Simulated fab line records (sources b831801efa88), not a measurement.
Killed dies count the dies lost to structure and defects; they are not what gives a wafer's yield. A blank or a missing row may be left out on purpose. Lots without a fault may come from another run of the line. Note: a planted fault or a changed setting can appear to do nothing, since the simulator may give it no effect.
fab line records	flow sky130
[record] lots = 6	wafers = 18	last-day = 50
route steps=708 shown LOCAL_INTERCONNECT@393 CONTACT@406 METAL1@434 PAD_OPEN@708
lots that met no fault: from a run of the same line without faults
start-h: hours from the record's first day to the start of the lot's first wafer shown	wait-h: hours since the lot's step before	" the same as in the row above	L1.1+2: one row covering several wafers at once	- no value present, or no start provided	* or withheld: withheld	< > ~ a bound
route shown NAME@n: a module of which the file shows steps, and the number in the route of the first	usual: mean/standard deviation of fault-free wafers	same: alike in all rows	chamber/n: place in a boat	sites: the reading at each site	_std_site: their standard deviation	_edge_site: the outer-site mean with the inner-site mean subtracted	radius-mm: for every site, how far away it sits from the centre of the wafer	mask NAME#n: copy n	behind: tool/chamber where the wafer was last shaped	hold: why the lot was held/for how many hours/how that ended	device: the transistor (n, p or np) that didn't switch	end of line: tests of these same wafers at the route's end	a step with no rows: only its recipe	killed: dies lost to structure and defects at the first sort, not the wafer's yield	map: dies across one wafer; x = killed, . = not, _ = none there
set.NAME: the setting that was run; set.NAME@STEP: the one run at that earlier step	model.NAME: the simulator's own value behind a step, which no gauge read
lots seen at some steps along the route; tables by step, rows by wafer
services: when a tool's chamber went out of use (start-h, in hours from the record's first day, below 0 if earlier), for how many hours, and the reason
[[steps]]
[step SKY_LOCAL_INTERCONNECT_COAT_06]
[recipe] resist = KrF-thick	spin-rpm = 3000	resist-thk-nm = 450
[step SKY_LOCAL_INTERCONNECT_SOFTBAKE_07]
[recipe] temp-c = 100	time-s = 90	resist = KrF-thick
[step SKY_LOCAL_INTERCONNECT_EXPOSE_08]
[recipe] mask-id = LI1M	na = 0.8	source-shape = annular	sigma-inner = 0.55	sigma-outer = 0.85	target-cd-nm = 170	dose-mj = 28
[step SKY_LOCAL_INTERCONNECT_PEB_09]
[recipe] peb-temp-c = withheld	peb-time-s = withheld	resist = KrF-thick
[step SKY_LOCAL_INTERCONNECT_DEVELOP_10]
[recipe] develop-time-s = 60	resist = KrF-thick	dev-temp-c = 21
[step SKY_LOCAL_INTERCONNECT_CD_MEAS_11]
[recipe] target-cd-nm = 170
[usual] cd-nm = 169.8/1.6
lot.wafer	tool	chamber	start-h	wait-h	cd-nm
L770.2	cd-sem-02	-	738.98	-	167.3
L770.3	"	-	"	"	168.1
L770.6	"	-	"	"	168.0
L781.1	cd-sem-02	-	823.76	-	168.1
L781.4	"	-	"	"	169.3
L781.5	"	-	"	"	168.1
L784.1	cd-sem-01	-	841.18	-	169.0
L784.2	"	-	"	"	169.6
L784.5	"	-	"	"	169.4
L788.1	cd-sem-02	-	860.63	-	169.0
L788.3	"	-	"	"	168.6
L788.6	"	-	"	"	169.1
L789.1	cd-sem-01	-	865.68	-	169.7
L789.2	"	-	"	"	169.2
L789.5	"	-	"	"	168.5
L790.1	cd-sem-02	-	883.18	-	171.2
L790.3	"	-	"	"	171.5
L790.6	"	-	"	"	170.6
[step SKY_LOCAL_INTERCONNECT_OVL_MEAS_12]
[usual] LOCAL_INTERCONNECT_OVL = -1/4.6
lot.wafer	tool	chamber	start-h	wait-h	LOCAL_INTERCONNECT_OVL[nm]
L770.2	overlay-01	-	739.08	0.1	0
L770.3	"	-	"	"	6
L770.6	"	-	"	"	2
L781.1	overlay-02	-	823.88	0.1	6
L781.4	"	-	"	"	15
L781.5	"	-	"	"	1
L784.1	overlay-01	-	841.30	0.1	1
L784.2	"	-	"	"	2
L784.5	"	-	"	"	4
L788.1	overlay-02	-	860.75	0.1	-6
L788.3	"	-	"	"	-2
L788.6	"	-	"	"	-1
L789.1	overlay-01	-	865.80	0.1	2
L789.2	"	-	"	"	6
L789.5	"	-	"	"	-1
L790.1	overlay-02	-	883.30	0.1	4
L790.3	"	-	"	"	7
L790.6	"	-	"	"	2
[step SKY_LOCAL_INTERCONNECT_ETCH_13]
[recipe] chemistry = N2/H2	target = BARC	ion-energy-ev = 200	bias-w = 100	pressure-mtorr = 30	n2-flow-sccm = 100	h2-flow-sccm = 200	icp-w = 500	stop-on = SiO2	time-s = 45.9	target-depth-a = 600
[step SKY_LOCAL_INTERCONNECT_METAL_ETCH_14]
[recipe] target-depth-nm = 110	stop-on = PSG	chemistry = Cl2/BCl3	target = TiN	resist-sidewall-deg = 88	pressure-mtorr = 10	icp-w = 900	bias-w = 48.5	Cl2_flow_sccm = 60	bcl3-flow-sccm = 30	time-s = 31.4
[step SKY_LOCAL_INTERCONNECT_STRIP_15]
[recipe] chemistry = O2/N2	power-w = 1400	pressure-mtorr = 1500	platen-temp-c = withheld	o2-flow-sccm = 3000	n2-flow-sccm = 300	overash-fraction = 0.5
[usual] drypump-motor-current-A = 5.66/0.23	oes-product-au = 0.426/0.0048	strip-time-to-endpoint-s = 4.724/0.017
lot.wafer	tool	chamber	start-h	wait-h	drypump-motor-current-A	oes-product-au	rf-hours-counter-h	strip-time-to-endpoint-s
L770.2	plasma-asher-01	1	739.23	0.0	5.46	0.426	63	4.710
L770.3	"	0	"	"	5.59	0.422	-	4.693
L770.6	"	0	"	"	5.57	0.422	-	4.724
L781.1	plasma-asher-01	1	824.03	0.0	5.45	0.418	72	4.745
L781.4	"	1	"	"	5.46	0.428	-	4.727
L781.5	"	0	"	"	5.56	0.428	-	4.743
L784.1	plasma-asher-04	1	841.45	0.0	5.98	0.418	41	4.762
L784.2	"	0	"	"	5.66	0.437	41	4.748
L784.5	"	1	"	"	5.95	0.434	-	4.758
L788.1	plasma-asher-04	1	860.90	0.0	5.95	0.428	43	4.738
L788.3	"	1	"	"	5.97	0.430	-	4.727
L788.6	"	0	"	"	5.67	0.425	-	4.747
L789.1	plasma-asher-04	1	865.95	0.0	5.94	0.433	43	4.700
L789.2	"	0	"	"	5.63	0.431	43	4.720
L789.5	"	1	"	"	5.93	0.426	-	4.724
L790.1	plasma-asher-04	0	883.45	0.0	5.66	0.424	45	4.713
L790.3	"	0	"	"	5.63	0.422	-	4.720
L790.6	"	1	"	"	5.91	0.430	-	4.702
[step SKY_LOCAL_INTERCONNECT_STRIP_16]
[recipe] chemistry = post-etch-residue-remover	time-s = 1200	temp-c = 72.5
[step SKY_LOCAL_INTERCONNECT_CLEAN_17]
[recipe] chemistry = IPA	time-s = 180	temp-c = 25
[step SKY_LOCAL_INTERCONNECT_CLEAN_18]
[recipe] chemistry = O3/DIW	dry = n2-spin
lot.wafer	tool	chamber	start-h	wait-h
L770.2+3+6	wet-bench-04	0	739.73	0.0
L781.1+4+5	wet-bench-04	3	824.57	0.0
L784.1+2+5	wet-bench-04	2	841.95	0.0
L788.1+3+6	wet-bench-02	2	861.40	0.0
L789.1+2+5	wet-bench-02	3	866.45	0.0
L790.1+3+6	wet-bench-02	0	883.98	0.0
[step SKY_CONTACT_CVD_00]
[recipe] material = Si3N4	target-thk-nm = 75	temp-c = 400	time-s = withheld	rf-w = 450
[usual] heater-power-w = 713/110
lot.wafer	tool	chamber	start-h	wait-h	heater-power-w
L770.2	pecvd-04	2	739.83	0.0	687
L770.3	"	0	"	"	580
L770.6	"	2	"	"	710
L781.1	pecvd-04	2	824.68	0.0	641
L781.4	"	1	"	"	766
L781.5	"	2	"	"	659
L784.1	pecvd-01	2	842.05	0.0	885
L784.2	"	1	"	"	570
L784.5	"	2	"	"	884
L788.1	pecvd-04	2	861.49	0.0	575
L788.3	"	2	"	"	598
L788.6	"	0	"	"	575
L789.1	pecvd-01	0	866.54	0.0	720
L789.2	"	2	"	"	853
L789.5	"	1	"	"	559
L790.1	pecvd-01	0	884.07	0.0	745
L790.3	"	1	"	"	503
L790.6	"	1	"	"	518
[step SKY_CONTACT_THK_MEAS_01]
[recipe] reads = Si3N4_of_CONTACT_CVD_00
[usual] CONTACT_CVD_00_THK = 74.8/1.2
lot.wafer	tool	chamber	start-h	wait-h	CONTACT_CVD_00_THK[nm]
L770.2	film-metro-04	-	739.87	-	74.5
L770.3	"	-	"	"	74.0
L770.6	"	-	"	"	74.3
L781.1	film-metro-03	-	824.71	-	73.3
L781.4	"	-	"	"	76.5
L781.5	"	-	"	"	74.9
L784.1	film-metro-04	-	842.08	-	73.1
L784.2	"	-	"	"	75.6
L784.5	"	-	"	"	74.5
L788.1	film-metro-03	-	861.54	-	75.2
L788.3	"	-	"	"	74.6
L788.6	"	-	"	"	76.7
L789.1	film-metro-02	-	866.57	-	73.8
L789.2	"	-	"	"	73.3
L789.5	"	-	"	"	76.7
L790.1	film-metro-02	-	884.11	-	72.8
L790.3	"	-	"	"	75.2
L790.6	"	-	"	"	76.0
[step SKY_CONTACT_HDPCVD_02]
[recipe] material = SiO2	target-thk-nm = 565	sigma-open-frac = 0.3	time-s = 94.2	temp-c = 600	sih4-flow-sccm = 60	pressure-mtorr = 6
[step SKY_CONTACT_THK_MEAS_03]
[recipe] reads = SiO2_of_CONTACT_HDPCVD_02
[usual] CONTACT_HDPCVD_THK = 567/8.1
lot.wafer	tool	chamber	start-h	wait-h	CONTACT_HDPCVD_THK[nm]
L770.2	film-metro-02	-	740.00	0.0	569
L770.3	"	-	"	"	569
L770.6	"	-	"	"	565
L781.1	film-metro-04	-	824.84	0.0	575
L781.4	"	-	"	"	568
L781.5	"	-	"	"	572
L784.1	film-metro-03	-	842.21	0.0	557
L784.2	"	-	"	"	563
L784.5	"	-	"	"	562
L788.1	film-metro-02	-	861.67	0.0	565
L788.3	"	-	"	"	561
L788.6	"	-	"	"	565
L789.1	film-metro-02	-	866.70	0.0	569
L789.2	"	-	"	"	572
L789.5	"	-	"	"	567
L790.1	film-metro-04	-	884.24	0.0	572
L790.3	"	-	"	"	555
L790.6	"	-	"	"	571
[step SKY_CONTACT_CMP_04]
[recipe] material = SiO2	down-force-psi = 4	platen-rpm = 60	pad-velocity-m-s = 0.94248
[usual] motor-current-A = 12.3/1	retaining-ring-pressure-frac = 1.000/0.0045	time-to-endpoint-s = 83/5.9
lot.wafer	tool	chamber	start-h	wait-h	motor-current-A	retaining-ring-pressure-frac	time-to-endpoint-s
L770.3	cmp-02	2	740.10	0.1	12.7	0.996	82
L770.2	"	3	"	"	12.4	0.998	89
L770.6	"	2	"	"	12.8	0.996	80
L781.1	cmp-02	1	825.00	0.1	10.8	0.999	80
L781.4	"	2	"	"	12.9	1.004	86
L781.5	"	3	"	"	12.2	0.997	91
L784.1	cmp-01	2	842.41	0.2	11.7	1.005	84
L784.2	"	0	"	"	12.0	1.002	80
L784.5	"	2	"	"	11.0	1.001	86
L788.3	cmp-02	2	861.78	0.1	12.8	1.005	85
L788.1	"	0	"	"	10.0	0.996	80
L788.6	"	2	"	"	12.3	1.008	80
L789.2	cmp-02	2	866.81	0.1	11.4	0.998	86
L789.1	"	0	"	"	11.1	1.002	80
L789.5	"	2	"	"	13.0	1.004	82
L790.1	cmp-01	1	884.40	0.1	13.8	0.999	92
L790.3	"	2	"	"	11.5	0.997	86
L790.6	"	0	"	"	11.9	1.002	85
[step SKY_CONTACT_BOW_MEAS_05]
[recipe] mode = bow
[usual] CONTACT_BOW = 83/7.3
lot.wafer	tool	chamber	start-h	wait-h	CONTACT_BOW[um]
L770.2	film-metro-02	-	740.37	0.2	90
L770.3	"	-	"	"	74
L770.6	"	-	"	"	81
L781.1	film-metro-02	-	825.20	0.1	62
L781.4	"	-	"	"	92
L781.5	"	-	"	"	79
L784.1	film-metro-02	-	842.66	0.2	83
L784.2	"	-	"	"	77
L784.5	"	-	"	"	95
L788.1	film-metro-03	-	862.03	0.1	90
L788.3	"	-	"	"	83
L788.6	"	-	"	"	89
L789.1	film-metro-04	-	867.06	0.1	80
L789.2	"	-	"	"	84
L789.5	"	-	"	"	78
L790.1	film-metro-03	-	884.60	0.1	81
L790.3	"	-	"	"	80
L790.6	"	-	"	"	91
[step SKY_CONTACT_DEHYDRATE_06]
[recipe] temp-c = 200	time-s = 60
[step SKY_CONTACT_HMDS_07]
[recipe] prime-time-s = 60	prime-temp-c = 120
[step SKY_CONTACT_COAT_08]
[recipe] resist = BARC	temp-c = withheld	time-s = withheld	spin-rpm = 3019	resist-thk-nm = 60
[step SKY_CONTACT_COAT_09]
[recipe] resist = KrF-thick	spin-rpm = 3000	resist-thk-nm = 450
[step SKY_CONTACT_SOFTBAKE_10]
[recipe] temp-c = 100	time-s = 90	resist = KrF-thick
[step SKY_CONTACT_EXPOSE_11]
[recipe] mask-id = CTM1	na = 0.8	source-shape = annular	sigma-inner = 0.55	sigma-outer = 0.85	target-cd-nm = 170	dose-mj = 38
[step SKY_CONTACT_PEB_12]
[recipe] peb-temp-c = withheld	peb-time-s = withheld	resist = KrF-thick
[step SKY_CONTACT_DEVELOP_13]
[recipe] develop-time-s = 60	resist = KrF-thick	dev-temp-c = 21
[step SKY_CONTACT_CD_MEAS_14]
[recipe] target-cd-nm = 170
[usual] cd-nm = 169.8/1.6
lot.wafer	tool	chamber	start-h	wait-h	cd-nm
L770.2	cd-sem-02	-	767.78	-	169.1
L770.3	"	-	"	"	171.4
L770.6	"	-	"	"	169.8
L781.1	cd-sem-02	-	851.41	-	168.4
L781.4	"	-	"	"	169.6
L781.5	"	-	"	"	169.1
L784.1	cd-sem-02	-	867.93	-	170.5
L784.2	"	-	"	"	170.1
L784.5	"	-	"	"	170.5
L788.1	cd-sem-02	-	887.32	-	168.9
L788.3	"	-	"	"	169.1
L788.6	"	-	"	"	169.0
L789.1	cd-sem-02	-	892.48	-	167.8
L789.2	"	-	"	"	168.2
L789.5	"	-	"	"	168.7
L790.1	cd-sem-02	-	909.86	-	171.9
L790.3	"	-	"	"	171.7
L790.6	"	-	"	"	172.1
[step SKY_CONTACT_OVL_MEAS_15]
[usual] CONTACT_OVL = 0/3.7
lot.wafer	tool	chamber	start-h	wait-h	CONTACT_OVL[nm]
L770.2	overlay-02	-	767.88	0.1	-1
L770.3	"	-	"	"	2
L770.6	"	-	"	"	-1
L781.1	overlay-01	-	851.53	0.1	-4
L781.4	"	-	"	"	-3
L781.5	"	-	"	"	-4
L784.1	overlay-01	-	868.05	0.1	-3
L784.2	"	-	"	"	-3
L784.5	"	-	"	"	1
L788.1	overlay-02	-	887.44	0.1	-3
L788.3	"	-	"	"	-1
L788.6	"	-	"	"	2
L789.1	overlay-02	-	892.60	0.1	-6
L789.2	"	-	"	"	-8
L789.5	"	-	"	"	-4
L790.1	overlay-01	-	909.98	0.1	3
L790.3	"	-	"	"	-1
L790.6	"	-	"	"	-2
[step SKY_CONTACT_ETCH_16]
[recipe] chemistry = N2/H2	target = BARC	ion-energy-ev = 200	source-w = 500	bias-w = 100	pressure-mtorr = 30	n2-flow-sccm = 100	h2-flow-sccm = 200	stop-on = SiO2	time-s = 45.9	target-depth-a = 600
[usual] drypump-motor-current-A = 5.8/0.46	oes-product-au = 0.854/0.005	throttle-valve-pct = 13.225/0.009
lot.wafer	tool	chamber	start-h	wait-h	drypump-motor-current-A	oes-product-au	rf-hours-counter-h	throttle-valve-pct
L770.2	rie-diel-01	1	767.91	0.0	5.6	0.856	1	13.223
L770.3	"	0	"	"	6.2	0.863	7	13.235
L770.6	"	0	"	"	6.1	0.861	-	13.227
L781.1	rie-diel-04	2	851.57	0.0	6.0	0.848	12	13.224
L781.4	"	1	"	"	5.6	0.855	15	13.230
L781.5	"	2	"	"	6.0	0.855	-	13.223
L784.1	rie-diel-01	1	868.09	0.0	5.6	0.860	4	13.233
L784.2	"	2	"	"	6.0	0.851	9	13.225
L784.5	"	3	"	"	5.9	0.854	-	13.213
L788.1	rie-diel-01	0	887.47	0.0	6.1	0.860	10	13.225
L788.3	"	1	"	"	5.6	0.848	5	13.222
L788.6	"	3	"	"	5.9	0.854	-	13.211
L789.1	rie-diel-01	1	892.64	0.0	5.6	0.856	5	13.217
L789.2	"	3	"	"	5.9	0.852	16	13.218
L789.5	"	0	"	"	6.1	0.858	-	13.232
L790.1	rie-diel-04	2	910.02	0.0	6.0	0.855	14	13.231
L790.3	"	0	"	"	5.0	0.863	15	13.227
L790.6	"	1	"	"	5.6	0.855	-	13.236
[step SKY_CONTACT_ETCH_17]
[recipe] target = SiO2	chemistry = C4F8/O2/Ar	stop-on = Si3N4	mask-material = KrF-thick	source-w = 1500	bias-w = 1200	pressure-mtorr = 40	c4f8-flow-sccm = withheld	O2_flow_sccm = 6	Ar_flow_sccm = 300	time-s = withheld	target-depth-a = 3400
[step SKY_CONTACT_ETCH_18]
[recipe] target = Si3N4	chemistry = CHF3/O2	stop-on = TiN	source-w = 600	bias-w = 200	pressure-mtorr = 40	chf3-flow-sccm = 50	O2_flow_sccm = 5	time-s = 39	target-depth-a = 750
[step SKY_CONTACT_STRIP_19]
[recipe] chemistry = O2/N2	power-w = 1400	pressure-mtorr = 1500	platen-temp-c = withheld	o2-flow-sccm = 3000	n2-flow-sccm = 300	overash-fraction = 0.5
[usual] drypump-motor-current-A = 5.57/0.26	oes-product-au = 0.381/0.0046	strip-time-to-endpoint-s = 3.60/0.039
lot.wafer	tool	chamber	start-h	wait-h	drypump-motor-current-A	oes-product-au	rf-hours-counter-h	strip-time-to-endpoint-s
L770.2	plasma-asher-03	1	768.05	-	5.74	0.374	94	3.60
L770.3	"	1	"	"	5.76	0.381	-	3.58
L770.6	"	0	"	"	5.26	0.378	-	3.59
L781.1	plasma-asher-02	1	851.70	-	5.27	0.382	9	3.58
L781.4	"	0	"	"	5.77	0.384	-	3.56
L781.5	"	1	"	"	5.25	0.375	-	3.59
L784.1	plasma-asher-04	0	868.22	-	5.65	0.380	44	3.59
L784.2	"	1	"	"	5.95	0.386	44	3.61
L784.5	"	0	"	"	5.67	0.385	-	3.59
L788.1	plasma-asher-04	1	887.61	-	5.95	0.385	46	3.54
L788.3	"	1	"	"	5.96	0.375	-	3.54
L788.6	"	0	"	"	5.68	0.379	-	3.57
L789.1	plasma-asher-02	0	892.77	-	5.80	0.377	13	3.58
L789.2	"	1	"	"	5.22	0.387	13	3.62
L789.5	"	1	"	"	5.30	0.379	-	3.57
L790.1	plasma-asher-03	1	910.15	-	5.77	0.383	108	3.63
L790.3	"	1	"	"	5.77	0.382	-	3.55
L790.6	"	0	"	"	5.30	0.373	-	3.58
[step SKY_CONTACT_STRIP_20]
[recipe] chemistry = post-etch-residue-remover	time-s = 1200	temp-c = 72.5
[step SKY_CONTACT_CLEAN_21]
[recipe] chemistry = IPA	time-s = 180	temp-c = 25
[step SKY_CONTACT_CLEAN_22]
[recipe] chemistry = O3/DIW	dry = n2-spin
[step SKY_CONTACT_SPUTTER_23]
[recipe] material = TiN	target-thk-nm = 20	chamber-pressure-pa = 5	power-w = 4000	time-s = 80
[step SKY_CONTACT_CVD_24]
[recipe] material = W	target-thk-nm = 340	time-s = 102.12	temp-c = 400	pressure-torr = 40
[step SKY_CONTACT_RS_MEAS_25]
[recipe] thk-meas-gauge = four-point-probe	reads = W_of_CONTACT_CVD_24+TiN_of_CONTACT_SPUTTER_23
[usual] CONTACT_W_RS = 0.340/0.005
lot.wafer	tool	chamber	start-h	wait-h	CONTACT_W_RS[ohm/sq]
L770.2	film-metro-03	-	768.83	0.1	0.346
L770.3	"	-	"	"	0.344
L770.6	"	-	"	"	0.344
L781.1	film-metro-02	-	852.47	0.1	0.336
L781.4	"	-	"	"	0.338
L781.5	"	-	"	"	0.342
L784.1	film-metro-02	-	868.98	0.1	0.339
L784.2	"	-	"	"	0.343
L784.5	"	-	"	"	0.346
L788.1	film-metro-02	-	888.37	0.1	0.338
L788.3	"	-	"	"	0.347
L788.6	"	-	"	"	0.339
L789.1	film-metro-02	-	893.53	0.1	0.339
L789.2	"	-	"	"	0.341
L789.5	"	-	"	"	0.342
L790.1	film-metro-02	-	910.91	0.1	0.338
L790.3	"	-	"	"	0.336
L790.6	"	-	"	"	0.346
[step SKY_CONTACT_THK_MEAS_26]
[recipe] thk-meas-gauge = xrf	reads = W_of_CONTACT_CVD_24
[usual] CONTACT_W_THK = 342/6.7
lot.wafer	tool	chamber	start-h	wait-h	CONTACT_W_THK[nm]
L770.2	film-metro-03	-	768.94	0.1	331
L770.3	"	-	"	"	334
L770.6	"	-	"	"	333
L781.1	film-metro-02	-	852.59	0.1	346
L781.4	"	-	"	"	345
L781.5	"	-	"	"	340
L784.1	film-metro-02	-	869.10	0.1	348
L784.2	"	-	"	"	345
L784.5	"	-	"	"	344
L788.1	film-metro-02	-	888.49	0.1	344
L788.3	"	-	"	"	337
L788.6	"	-	"	"	343
L789.1	film-metro-02	-	893.65	0.1	347
L789.2	"	-	"	"	343
L789.5	"	-	"	"	342
L790.1	film-metro-02	-	911.03	0.1	348
L790.3	"	-	"	"	348
L790.6	"	-	"	"	339
[step SKY_CONTACT_CMP_27]
[recipe] stop-on = SiO2	t-overpolish-s = 15	down-force-psi = 3.5	platen-rpm = 60	target-thk-nm = 0	pad-velocity-m-s = 0.94248
[step SKY_METAL1_SPUTTER_00]
[recipe] material = Ti	target-thk-nm = 15	power-w = 3000	time-s = 10	chamber-pressure-pa = 0.4
[step SKY_PAD_OPEN_PROBE_99]
[usual] killed_at_M0_to_M3 = 42/7.5	killed_at_M4_up = 3.2/1.7	killed-at-contacts = 24/5.1	killed-at-front-end = 15/4.1	killed-at-other = 0.3/0.58	killed-dies = 85/8.9	killed-open = 46/6.4	killed-short = 39/6
[same] gross-dies = 492	killed-at-back-side = 0
lot.wafer	tool	chamber	start-h	wait-h	killed_at_M0_to_M3	killed_at_M4_up	killed-at-contacts	killed-at-front-end	killed-at-other	killed-dies	killed-open	killed-short
L781.1	prober-01	-	1161.35	0.1	47	2	88	15	0	152	51	36
L781.4	prober-01	-	1161.50	0.2	37	5	86	18	0	146	38	46
L781.5	prober-01	-	1161.55	0.2	44	4	81	11	1	141	43	34
L784.1	prober-01	-	1173.76	0.1	29	5	63	12	0	109	31	31
L784.2	prober-01	-	1173.81	0.1	43	2	62	14	0	121	49	31
L784.5	prober-01	-	1173.96	0.2	28	3	66	12	0	109	30	32
// killed by level:class
L781.1 LOCAL_INTERCONNECT:unspecified=65 VIA1:geometric-particle:open=14 CONTACT:geometric-particle:open=8 VIA1:geometric-particle:short=8 METAL2:geometric-particle:short=7 VIA3:geometric-particle:open=7 FIELD_ISO:geometric-particle:open=5 VIA2:geometric-particle:open=5
L781.4 LOCAL_INTERCONNECT:unspecified=62 CONTACT:geometric-particle:open=9 VIA1:geometric-particle:open=8 VIA1:geometric-particle:short=7 LI_CONTACT:geometric-particle:open=5 VIA3:geometric-particle:short=5 METAL1:geometric-particle:short=5 VIA2:geometric-particle:open=5
L781.5 LOCAL_INTERCONNECT:unspecified=64 VIA1:geometric-particle:open=12 CONTACT:geometric-particle:open=8 VIA3:geometric-particle:open=7 METAL2:geometric-particle:short=5 VIA1:geometric-particle:short=5 VIA2:geometric-particle:short=4 METAL4:geometric-particle:short=4
L784.1 LOCAL_INTERCONNECT:unspecified=47 VIA1:geometric-particle:open=11 CONTACT:geometric-particle:open=7 LOCAL_INTERCONNECT:geometric-particle:short=5 METAL4:geometric-particle:short=4 FIELD_ISO:geometric-particle:short=3 POLY_GATE:geometric-particle:open=3 METAL1:geometric-particle:short=3
L784.2 LOCAL_INTERCONNECT:unspecified=41 VIA1:geometric-particle:open=12 LI_CONTACT:geometric-particle:open=10 CONTACT:geometric-particle:open=7 VIA1:geometric-particle:short=7 METAL2:geometric-particle:short=6 VIA2:geometric-particle:open=6 POLY_GATE:geometric-particle:open=5
L784.5 LOCAL_INTERCONNECT:unspecified=47 VIA1:geometric-particle:open=9 LOCAL_INTERCONNECT:geometric-particle:short=6 VIA2:geometric-particle:short=5 LI_CONTACT:geometric-particle:open=5 FIELD_ISO:geometric-particle:open=3 POLY_GATE:geometric-particle:short=3 LI_CONTACT:geometric-particle:short=3
// map L781.1 (x killed, . not)
__________.x....x..._________
________x.xx.........._______
______xxxxxxxxxx.....x.x_____
_____xxxxxxxxx..x..xx....____
____xxxxxxxxxxx.xx.x.xx...___
___x.xxxxxxxxxx....x..x....__
__x.xxxxxxxxxxx.x...x......._
_...x.xxxxxxx.......x.x....x.
_..x...xx.xx..........x.....x
_..xxxxx..x.........x.......x
_x....xxx..........xx..xx....
_.x...x..x........xx......x..
_....x......x......x.........
_.x................x.....x...
_...x...x.x.....x.........xxx
__........x.x.x.....xx.....x_
___..x....x..x.x.x........x__
____....x.....x.......x...___
_____.....x.....x.x.....x____
______x...x..x....x..x.._____
________.x.....x....x._______
__________.........._________
// map L784.2 (x killed, . not)
__________.........._________
________.xxx.xx...xx.._______
______........x......x.._____
_____.........xxx..x.....____
____............x........x___
___...x...............x....__
__xxx..x....x...x.....xx...._
_xxxxx.....x......x.x........
_xxxxxx.......x..............
_xxxxxxx.......x...x.........
_xxxxxxxx.xx.xx.....x....x...
_xxxxxx....x.x..x........x.x.
_xxxx.x..............x..x....
_xxx..x...x..............xx..
_........xx.......xx..x.....x
__......xxx.......x........._
___...x.x...x......x.......__
____.......xx.....x..xx..x___
_____......x....x.....xx.____
______x.x.x......x.....x_____
________.x............_______
__________.x...x..x._________
[[services]]
tool	chamber	start-h	hours	kind
rie-diel-01	2	719.34	4.0	repair
plasma-asher-04	-	722.51	1.7	repair
rie-diel-01	3	722.78	1.4	repair
plasma-asher-02	-	732.05	2.8	pm
plasma-asher-02	-	734.80	9.0	pm
cmp-02	-	744.17	4.0	pm
cmp-02	-	748.17	-	consumable-replace:conditioner
pecvd-01	1	749.78	46.3	repair
plasma-asher-02	-	756.85	15.6	pm
rie-diel-04	-	757.83	1.7	repair
plasma-asher-03	-	763.55	2.8	pm
pecvd-04	-	772.75	2.8	pm
pecvd-04	0	788.92	21.3	repair
plasma-asher-03	-	803.37	1.1	repair
cmp-02	-	811.72	0.6	repair
cmp-02	-	826.25	9.9	pm
pecvd-01	2	826.55	15.4	repair
pecvd-01	0	833.13	5.2	repair
cmp-02	-	844.75	4.9	repair
rie-diel-04	1	857.24	9.9	repair
pecvd-01	-	867.07	2.8	pm
pecvd-04	1	894.48	3.4	repair
pecvd-01	-	902.22	1.0	repair
plasma-asher-01	-	906.84	2.8	pm
[[key]]
[first-sign] step = SKY_PAD_OPEN_PROBE_99	reading = killed-at-contacts	direction = up	sigmas = 9.8	usual = 24	struck = 74
[effect] step = SKY_PAD_OPEN_PROBE_99	reading = killed-dies	direction = up	sigmas = 5	usual = 85	struck = 130
met-at SKY_LOCAL_INTERCONNECT_CLEAN_18
struck-wafers L781.1,L781.4,L781.5,L784.1,L784.2,L784.5
tester-left-out L781,L784
onset-between 739.73 824.57
[fault] kind = chamber-particle-source	tool = wet-bench-04	chamber = -	onset-h = 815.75	steps = SKY_LOCAL_INTERCONNECT_CLEAN_18	rate-per-visit-cm2 = 1.451	end-h = 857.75
// tester-left-out: of these lots the tester's yield and bins aren't shown, on N5 and GAA mostly nor the transistor test; their killed dies are dies lost to structure and defects alone, not to doping, threshold or leakage, so they don't give the yield
